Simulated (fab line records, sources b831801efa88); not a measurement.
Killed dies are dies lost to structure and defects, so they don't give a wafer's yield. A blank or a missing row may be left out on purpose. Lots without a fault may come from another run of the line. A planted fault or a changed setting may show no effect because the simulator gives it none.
Which tool did it? | flow gf180mcu | 13 lots, 37 wafers sampled, at 4 steps of a route of 602

WHAT THE GAUGES READ, wafer by wafer
GF_V4_CD_MEAS_14: target cd 260 nm. Usual: cd_nm 260.1 nm, standard deviation 1.1.
lot  | measured     | on        | cd_nm (nm)        | flag
L462 | day 24 16:17 | cd_sem-01 | 261.5 261.2 260.1 |
L463 | day 24 21:48 | cd_sem-02 | 258.6 259.5 259.8 |
L464 | day 25 09:30 | cd_sem-02 | 261.6 260.0 261.3 |
L466 | day 26 05:17 | cd_sem-01 | 260.2 260.3 259.8 |
L468 | day 26 08:38 | cd_sem-01 | 258.4 259.5 258.0 |
L469 | day 27 03:32 | cd_sem-01 | 260.9 260.2 259.4 |
L470 | day 27 05:32 | cd_sem-02 | 259.9 258.9 259.4 |
L472 | day 27 23:53 | cd_sem-02 | 259.1 258.6 259.4 |
L473 | day 28 07:56 | cd_sem-02 | 261.1 262.2 262.2 |
L474 | day 28 11:55 | cd_sem-02 | 260.7 259.8 260.0 |
L475 | day 28 21:56 | cd_sem-02 | 262.1 263.3 262.5 |
L482 | day 30 22:28 | cd_sem-01 | 207.4 260.6       | OFF
L484 | day 31 14:11 | cd_sem-02 | 259.6 205.3       | OFF

WHICH TOOL RAN EACH LOT (tool, then ch and the chambers of the sampled wafers, then the start)
lot  | GF_M4_SPUTTER_03             | GF_M4_METAL_ETCH_16               | GF_V4_PEB_12
L462 | pvd_sputter-01, day 22 19:26 | rie_metal-02 ch 0,1, day 23 17:59 | litho_track-01 ch 0, day 24 15:58
L463 | pvd_sputter-01, day 22 23:46 | rie_metal-04 ch 0,1, day 23 22:20 | litho_track-03 ch 0, day 24 21:28
L464 | pvd_sputter-02, day 23 11:43 | rie_metal-03 ch 0,1, day 24 10:08 | litho_track-03 ch 0, day 25 09:10
L466 | pvd_sputter-03, day 24 08:32 | rie_metal-03 ch 0,1, day 25 06:20 | litho_track-03 ch 0, day 26 04:56
L468 | pvd_sputter-02, day 24 12:55 | rie_metal-02 ch 0,1, day 25 09:59 | litho_track-04 ch 0, day 26 08:17
L469 | pvd_sputter-01, day 25 08:14 | rie_metal-03 ch 0,1, day 26 05:47 | litho_track-03 ch 0, day 27 03:11
L470 | pvd_sputter-01, day 25 09:52 | rie_metal-02 ch 0, day 26 07:17   | litho_track-04 ch 0, day 27 05:11
L472 | pvd_sputter-01, day 26 05:30 | rie_metal-03 ch 0,1, day 27 02:21 | litho_track-03 ch 0, day 27 23:32
L473 | pvd_sputter-02, day 26 14:01 | rie_metal-03 ch 0,1, day 27 10:32 | litho_track-03 ch 0, day 28 07:32
L474 | pvd_sputter-01, day 26 18:02 | rie_metal-04 ch 0,1, day 27 14:53 | litho_track-03 ch 0, day 28 11:36
L475 | pvd_sputter-03, day 27 04:23 | rie_metal-03 ch 0,1, day 28 00:32 | litho_track-01 ch 0, day 28 21:35
L482 | pvd_sputter-03, day 29 07:45 | rie_metal-02 ch 0,1, day 30 02:47 | litho_track-03 ch 0, day 30 22:09
L484 | pvd_sputter-01, day 30 00:45 | rie_metal-02 ch 0,1, day 30 18:43 | litho_track-03 ch 0, day 31 13:53
- GF_M4_SPUTTER_03: material Ti, target thk 10 nm, time 6.7 s.
- GF_M4_METAL_ETCH_16: etches the open film in Cl2/BCl3, stops on SiO2, target depth 750.8 nm, time 125.1 s.
- GF_V4_PEB_12: peb time 90 s.

WHAT THE TOOLS THEMSELVES READ (means of the sampled wafers that have a number; where no wafer has one, the mark that the record gives instead)
GF_M4_SPUTTER_03. Usual: throttle_valve_pct 30.4 %, standard deviation 1.1.
lot  | tool           | throttle_valve_pct (%) | flag
L462 | pvd_sputter-01 | 30.8                   |
L463 | pvd_sputter-01 | 30.5                   |
L464 | pvd_sputter-02 | 29.6                   |
L466 | pvd_sputter-03 | 30.2                   |
L468 | pvd_sputter-02 | 29.2                   |
L469 | pvd_sputter-01 | 30.9                   |
L470 | pvd_sputter-01 | 30.7                   |
L472 | pvd_sputter-01 | 30.8                   |
L473 | pvd_sputter-02 | 29.2                   |
L474 | pvd_sputter-01 | 30.5                   |
L475 | pvd_sputter-03 | 31.5                   |
L482 | pvd_sputter-03 | 29.8                   |
L484 | pvd_sputter-01 | 31.3                   |

GF_M4_METAL_ETCH_16. Usual: chamber_pressure_mTorr 8.000 mTorr, standard deviation 0.0071; drypump_motor_current_A 5.6 A, standard deviation 0.44; oes_product_au 0.988 a.u., standard deviation 0.0047; throttle_valve_pct 28.232 %, standard deviation 0.0093.
lot  | tool         | chamber_pressure_mTorr (mTorr) | drypump_motor_current_A (A) | oes_product_au (a.u.) | throttle_valve_pct (%) | flag
L462 | rie_metal-02 | 8.006                          | 5.7                         | 0.990                 | 28.243                 |
L463 | rie_metal-04 | 8.001                          | 5.7                         | 0.983                 | 28.238                 |
L464 | rie_metal-03 | 8.004                          | 5.2                         | 0.986                 | 28.233                 |
L466 | rie_metal-03 | 7.998                          | 5.2                         | 0.987                 | 28.226                 |
L468 | rie_metal-02 | 8.004                          | 5.7                         | 0.988                 | 28.228                 |
L469 | rie_metal-03 | 7.995                          | 5.2                         | 0.987                 | 28.228                 |
L470 | rie_metal-02 | 8.002                          | 5.7                         | 0.990                 | 28.228                 |
L472 | rie_metal-03 | 7.999                          | 5.2                         | 0.986                 | 28.234                 |
L473 | rie_metal-03 | 8.005                          | 5.2                         | 0.989                 | 28.228                 |
L474 | rie_metal-04 | 7.994                          | 6.1                         | 0.993                 | 28.226                 |
L475 | rie_metal-03 | 8.002                          | 5.5                         | 0.990                 | 28.230                 |
L482 | rie_metal-02 | 7.997                          | 5.8                         | 0.996                 | 28.230                 |
L484 | rie_metal-02 | 8.002                          | 5.8                         | 0.988                 | 28.233                 |

GF_V4_PEB_12. Usual: heater_power_total_W 85.69 W, standard deviation 0.092.
lot  | tool           | heater_power_total_W (W) | flag
L462 | litho_track-01 | 85.72                    |
L463 | litho_track-03 | 85.82                    |
L464 | litho_track-03 | 85.69                    |
L466 | litho_track-03 | 85.64                    |
L468 | litho_track-04 | 85.66                    |
L469 | litho_track-03 | 85.76                    |
L470 | litho_track-04 | 85.64                    |
L472 | litho_track-03 | 85.64                    |
L473 | litho_track-03 | 85.73                    |
L474 | litho_track-03 | 85.68                    |
L475 | litho_track-01 | 85.66                    |
L482 | litho_track-03 | 108.18                   | OFF
L484 | litho_track-03 | 107.97                   | OFF

THE ANSWER, worked out from the rows above alone
Rule: a lot is off if the mean of its wafers that have a number lies more than 3 standard deviations from the usual mean. A lot without any number at a reading at which 4 lots or more have one is off too. The other lots that the step has rows for count as sound. The gauges are gone through in route order, then the tools' own readings, and for those a lot's mean is taken as printed above. The first step at which some lot is off is used, and at that step the reading that is off furthest; a lot without a number counts as furthest.
Off: L482, L484, at GF_V4_CD_MEAS_14 (cd_nm).
A tool fits if, at a process step before that reading, it ran every lot that is off, and no sound lot after the first of them. The gauges at GF_V4_CD_MEAS_14 aren't tried: what is off there is off at GF_V4_PEB_12 too, on other tools, and a gauge's error can't cause that. Can't be told from this: 2 tools fit, rie_metal-02 at GF_M4_METAL_ETCH_16, litho_track-03 at GF_V4_PEB_12.

WHAT THE SIMULATOR HAD PUT IN
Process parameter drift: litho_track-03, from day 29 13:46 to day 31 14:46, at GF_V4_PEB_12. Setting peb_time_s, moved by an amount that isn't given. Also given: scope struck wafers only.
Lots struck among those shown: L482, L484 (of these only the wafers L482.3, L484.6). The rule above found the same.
